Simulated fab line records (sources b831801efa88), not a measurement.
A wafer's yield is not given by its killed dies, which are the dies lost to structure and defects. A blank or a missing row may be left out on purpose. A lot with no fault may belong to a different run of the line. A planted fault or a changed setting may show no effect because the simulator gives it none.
Chamber matching    flow gf180mcu    GF_SAB_CVD_00 on pecvd-04 has 3 sister chambers
The step deposits SiO2 from TEOS, target thk 50 nm, time 4.9302 s. 3 wafers are shown with their chamber, then 7 later ones without.

## EACH WAFER AND ITS CHAMBER
wafer   chamber  heater power w (W)
L263.2  1        795
L264.1  2        548
L264.3  0        638

## WAFERS MISSING THEIR CHAMBER
wafer   heater power w (W)
L264.4  817
L267.1  571
L267.2  667
L267.4  545
L276.2  590
L276.4  603
L276.5  821

## WHICH CHAMBER EACH WENT THROUGH
wafer   from the rows above      in truth
L264.4  1                        1
L267.1  can't be placed: 2 or 0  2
L267.2  0                        0
L267.4  2                        2
L276.2  can't be placed: 2 or 0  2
L276.4  can't be placed: 0 or 2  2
L276.5  1                        1
Correct placement for 4 of the 7. Not placeable from these rows: 3 (in 3, the candidates include the true chamber). Number placed wrongly: 0.
How it was worked out, from the rows above alone: a wafer's distance from a chamber is the root of the sum, over the readings, of the square of ((its reading less the chamber's mean) divided by the reading's scatter). The wafer belongs to the nearest chamber; if the next one is less than 2 further off, it can't be placed. A chamber's mean is the mean of its shown wafers. The scatter (one wafer shown for each chamber): square how far every hidden wafer sits from the nearest shown wafer, average those squares and take the square root.
